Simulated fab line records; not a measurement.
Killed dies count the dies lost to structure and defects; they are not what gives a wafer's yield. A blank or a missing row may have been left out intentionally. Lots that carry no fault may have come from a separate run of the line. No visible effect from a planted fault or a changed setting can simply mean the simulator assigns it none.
What tool caused it? | flow sky130 | 14 lots, 42 wafers sampled, at 3 steps of a route of 708

WHAT THE GAUGES SHOWED, per wafer
SKY_VIA3_OVL_MEAS_13. Usual: for VIA3_OVL the level is -2 nm and the standard deviation is 5.7.
lot  | measured     | on         | VIA3_OVL (nm) | flag
L826 | day 39 01:55 | overlay-01 | -14 -8 -1     |
L827 | day 39 15:16 | overlay-01 | -10 -11 -3    |
L829 | day 40 04:07 | overlay-02 | -3 -11 0      |
L830 | day 40 22:13 | overlay-02 | -2 1 6        |
L835 | day 42 19:55 | overlay-01 | -7 -2 -9      |
L836 | day 42 20:52 | overlay-02 | -3 -3 3       |
L837 | day 42 23:55 | overlay-01 | -5 -1 -1      |
L838 | day 43 12:37 | overlay-01 | -2 4 -1       |
L840 | day 44 11:16 | overlay-02 | 4 7 2         |
L841 | day 44 16:13 | overlay-01 | - - -         | OFF
L842 | day 44 17:19 | overlay-01 | - - -         | OFF
L847 | day 46 01:01 | overlay-01 | -8 -3 -8      |
L848 | day 46 01:29 | overlay-01 | -12 -6 -1     |
L849 | day 46 11:03 | overlay-02 | 0 -3 -5       |

TOOL THAT RAN EACH LOT (tool first, then ch and the chambers of the sampled wafers, then the start)
lot  | SKY_METAL3_ETCH_17                 | SKY_VIA3_DEVELOP_11
L826 | rie diel-04 ch 1,2,3, day 37 22:46 | litho track-02 ch 0, day 39 01:00
L827 | rie diel-04 ch 2,3, day 38 12:37   | litho track-03 ch 0, day 39 15:00
L829 | rie diel-04 ch 1,3, day 39 01:58   | litho track-04 ch 0, day 40 03:00
L830 | rie diel-03 ch 0,2,3, day 39 19:35 | litho track-04 ch 0, day 40 21:00
L835 | rie diel-04 ch 0,1,2, day 41 19:34 | litho track-02 ch 0, day 42 19:00
L836 | rie diel-03 ch 1,2, day 41 20:46   | litho track-02 ch 0, day 42 20:00
L837 | rie diel-02 ch 0,1,3, day 41 23:16 | litho track-04 ch 0, day 42 23:00
L838 | rie diel-03 ch 0,1,2, day 42 13:01 | litho track-02 ch 0, day 43 12:00
L840 | rie diel-03 ch 0,3, day 43 11:46   | litho track-04 ch 0, day 44 11:00
L841 | rie diel-04 ch 1,2,3, day 43 16:29 | litho track-03, day 44 15:00
L842 | rie diel-02 ch 2,3, day 43 17:37   | litho track-04, day 44 17:00
L847 | rie diel-03 ch 1,3, day 45 01:58   | litho track-04 ch 0, day 46 00:00
L848 | rie diel-04 ch 0,1,3, day 45 02:49 | litho track-03 ch 0, day 46 01:00
L849 | rie diel-02 ch 0,2, day 45 12:50   | litho track-02 ch 0, day 46 10:00
- SKY_METAL3_ETCH_17: etches SiO2 in C4F8/O2/Ar, stops on TiN, time 3.9 s, target depth 15 nm.
- SKY_VIA3_DEVELOP_11: develop time 60 s.

AS READ BY THE TOOLS THEMSELVES (means over the sampled wafers that have a number; for cases with no such wafer, the mark the record gives instead)
SKY_METAL3_ETCH_17. Usual: oes product au 0.754 a.u., standard deviation 0.0072.
lot  | tool        | oes product au (a.u.) | flag
L826 | rie diel-04 | 0.758                 |
L827 | rie diel-04 | 0.758                 |
L829 | rie diel-04 | 0.745                 |
L830 | rie diel-03 | 0.755                 |
L835 | rie diel-04 | 0.753                 |
L836 | rie diel-03 | 0.761                 |
L837 | rie diel-02 | 0.757                 |
L838 | rie diel-03 | 0.752                 |
L840 | rie diel-03 | 0.756                 |
L841 | rie diel-04 | 0.754                 |
L842 | rie diel-02 | 0.758                 |
L847 | rie diel-03 | 0.759                 |
L848 | rie diel-04 | 0.756                 |
L849 | rie diel-02 | 0.747                 |

SKY_VIA3_DEVELOP_11. Usual: chill plate temp C 23.00 C, standard deviation 0.11.
lot  | tool           | chill plate temp C (C) | flag
L826 | litho track-02 | 22.87                  |
L827 | litho track-03 | 22.98                  |
L829 | litho track-04 | 23.05                  |
L830 | litho track-04 | 23.10                  |
L835 | litho track-02 | 22.99                  |
L836 | litho track-02 | 22.88                  |
L837 | litho track-04 | 23.01                  |
L838 | litho track-02 | 22.94                  |
L840 | litho track-04 | 23.16                  |
L841 | litho track-03 | -                      | OFF
L842 | litho track-04 | -                      | OFF
L847 | litho track-04 | 23.00                  |
L848 | litho track-03 | 22.95                  |
L849 | litho track-02 | 23.09                  |

THE ANSWER, worked out from the rows above alone
Rule: take the mean of a lot's wafers that have a number; if it is more than 3 standard deviations from the usual mean, the lot is off. Also off: a lot with no number at a reading for which 4 or more lots have one. The other lots that the step has rows for count as sound. Order of review: gauges by route order, followed by the tools' own readings, for which a lot's mean as printed above is used. At the first step where some lot is off, the reading lying furthest off is the one used; lots without a number count as furthest.
Off: L841, L842, seen at SKY_VIA3_OVL_MEAS_13 (VIA3_OVL). Without a number there: L841, L842.
If a tool, at a process step before that reading, ran all the lots that are off and no sound lot after the first of them, it fits. Not tried: the gauges at SKY_VIA3_OVL_MEAS_13; whatever is off there is also off at SKY_VIA3_DEVELOP_11, on other tools, and gauge error can't account for it. None of those tried fits.

WHAT HAD BEEN PUT IN BY THE SIMULATOR
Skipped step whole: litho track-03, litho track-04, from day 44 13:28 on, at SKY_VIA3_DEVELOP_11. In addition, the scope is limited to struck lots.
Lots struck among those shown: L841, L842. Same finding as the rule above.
